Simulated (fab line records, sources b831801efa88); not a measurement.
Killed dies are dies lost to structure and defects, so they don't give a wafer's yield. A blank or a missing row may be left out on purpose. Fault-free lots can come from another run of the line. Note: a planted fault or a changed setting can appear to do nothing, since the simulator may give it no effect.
Matching of chambers -- flow sky130 -- SKY_VIA2_CMP_02 on cmp-02 has 4 sister chambers
The step polishes SiO2. 4 wafers are shown with their chamber, then 11 later ones without.

WAFERS PAIRED WITH THEIR CHAMBERS
wafer,chamber,motorCurrentA (A)
L376.3,2,9.8
L378.5,1,12.1
L378.6,0,10.1
L381.1,3,10.9

WAFERS MISSING THEIR CHAMBER
wafer,motorCurrentA (A)
L381.4,12.0
L381.5,12.0
L383.1,10.5
L383.3,12.6
L383.5,9.5
L388.1,12.0
L388.2,10.5
L388.5,11.8
L389.1,9.4
L389.3,9.8
L389.5,10.2

EACH ONE'S CHAMBER
wafer,from the rows above,in truth
L381.4,1,1
L381.5,1,1
L383.1,can't be placed: 0 or 3 or 2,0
L383.3,1,1
L383.5,can't be placed: 2 or 0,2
L388.1,1,1
L388.2,can't be placed: 0 or 3 or 2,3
L388.5,1,1
L389.1,can't be placed: 2 or 0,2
L389.3,can't be placed: 2 or 0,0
L389.5,can't be placed: 0 or 2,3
Correct placement for 5 of the 11. Cannot be placed on the basis of these rows: 6; the candidates contain the true chamber in 5. Placed wrongly: 0.
How it was worked out, from the rows above alone: a wafer's distance from a chamber is the root of the sum, over the readings, of the square of ((its reading less the chamber's mean) divided by the reading's scatter). If the next closest chamber is less than 2 further off than the closest, the wafer can't be placed; otherwise it belongs to the closest. The mean given for a chamber averages the wafers shown for that chamber. The scatter: root of mean squared gap, hidden wafer to nearest shown wafer, with one shown wafer a chamber.
